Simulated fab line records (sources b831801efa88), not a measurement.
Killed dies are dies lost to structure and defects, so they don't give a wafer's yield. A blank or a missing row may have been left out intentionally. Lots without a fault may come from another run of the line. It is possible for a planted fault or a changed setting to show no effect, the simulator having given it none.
Check of tool commonality + flow sky130 + 42 wafers sampled across 14 lots

## REASON FOR OPENING
Of 14 lots, 3 have the reading GATE_OXIDE_OXIDATION_00_THK flagged at SKY_GATE_OXIDE_THK_MEAS_02. No-fault wafers: 10.32 nm, standard deviation 0.19.
Rule: a lot is flagged when every wafer of it that has a number lies more than 4 standard deviations from that mean, or none has a number. The other lots count as sound.

| lot  | measured     | on            | GATE_OXIDE_OXIDATION_00_THK (nm), wafer by wafer | flag    |
|------|--------------|---------------|--------------------------------------------------|---------|
| L191 | day 12 22:02 | film metro-04 | 10.23 10.21 10.24                                |         |
| L192 | day 13 12:29 | film metro-03 | 10.19 10.42 10.45                                |         |
| L193 | day 14 02:35 | film metro-04 | 10.22 10.33 10.50                                |         |
| L194 | day 14 02:37 | film metro-03 | 9.95 10.15 10.07                                 |         |
| L195 | day 14 13:41 | film metro-03 | 10.40 10.35 10.49                                |         |
| L196 | day 14 19:11 | film metro-04 | 10.57 10.49 10.38                                |         |
| L202 | day 16 18:25 | film metro-04 | 9.05 9.19 9.20                                   | FLAGGED |
| L203 | day 17 04:00 | film metro-01 | 9.32 9.20 9.41                                   | FLAGGED |
| L204 | day 17 04:00 | film metro-03 | 9.32 9.19 9.10                                   | FLAGGED |
| L207 | day 18 12:09 | film metro-01 | 10.34 10.24 10.31                                |         |
| L211 | day 20 03:34 | film metro-01 | 10.39 10.36 10.24                                |         |
| L212 | day 20 03:34 | film metro-03 | 10.14 9.86 10.30                                 |         |
| L213 | day 20 13:09 | film metro-01 | 10.38 10.36 10.46                                |         |
| L214 | day 20 20:47 | film metro-03 | 10.36 10.28 10.28                                |         |
The numbers of the flagged lots are 9.22 nm on average: -1.10 nm against the usual, or -6 standard deviations.

## WHICH TOOL RAN EACH LOT
The record holds 1 process step before the reading, out of a route of 708 steps. Each cell gives the tool, then ch followed by the chambers the sampled wafers passed through, then the start.
| lot  | flag    | SKY_GATE_OXIDE_OXIDATION_01   |
|------|---------|-------------------------------|
| L191 |         | furnace-01 ch 0, day 12 20:36 |
| L192 |         | furnace-01 ch 0, day 13 11:05 |
| L193 |         | furnace-02 ch 0, day 14 01:11 |
| L194 |         | furnace-02 ch 0, day 14 01:11 |
| L195 |         | furnace-02 ch 0, day 14 12:16 |
| L196 |         | furnace-02 ch 0, day 14 17:46 |
| L202 | FLAGGED | furnace-01 ch 0, day 16 16:59 |
| L203 | FLAGGED | furnace-01 ch 0, day 17 02:35 |
| L204 | FLAGGED | furnace-01 ch 0, day 17 02:35 |
| L207 |         | furnace-02 ch 0, day 18 10:44 |
| L211 |         | furnace-02 ch 0, day 20 02:09 |
| L212 |         | furnace-02 ch 0, day 20 02:09 |
| L213 |         | furnace-02 ch 0, day 20 11:43 |
| L214 |         | furnace-01 ch 0, day 20 19:21 |
What is done by these steps:
- SKY_GATE_OXIDE_OXIDATION_01: stabilise 600 s, purge 300 s, target thk 10.268 nm.
- SKY_GATE_OXIDE_THK_MEAS_02

## FLAGGED OVER TOTAL, TOOL BY TOOL (the gauges that took the reading come last)
| step                        | tool          | lots run | flagged | share of the flagged lots | sound lots run after its first flagged lot |
|-----------------------------|---------------|----------|---------|---------------------------|--------------------------------------------|
| SKY_GATE_OXIDE_OXIDATION_01 | furnace-01    | 6        | 3       | all                       | 1 (L214)                                   |
| SKY_GATE_OXIDE_OXIDATION_01 | furnace-02    | 8        | 0       | none                      | -                                          |
| SKY_GATE_OXIDE_THK_MEAS_02  | film metro-01 | 4        | 1       | some                      | 3 (L207,L211,L213)                         |
| SKY_GATE_OXIDE_THK_MEAS_02  | film metro-03 | 6        | 1       | some                      | 2 (L212,L214)                              |
| SKY_GATE_OXIDE_THK_MEAS_02  | film metro-04 | 4        | 1       | some                      | 0                                          |

## WHAT THE TABLE ALLOWS
All flagged lots share 1 row of the table, namely furnace-01 at SKY_GATE_OXIDE_OXIDATION_01.
- furnace-01 at SKY_GATE_OXIDE_OXIDATION_01: 3 of its 6 lots flagged. Lots that were sound ran on it after the first flagged one (L214); a persistent fault on the entire tool would not allow that.
None of the table's rows ran every flagged lot and, after the first, no sound lot.

## WHAT THE SIMULATOR HAD INSERTED
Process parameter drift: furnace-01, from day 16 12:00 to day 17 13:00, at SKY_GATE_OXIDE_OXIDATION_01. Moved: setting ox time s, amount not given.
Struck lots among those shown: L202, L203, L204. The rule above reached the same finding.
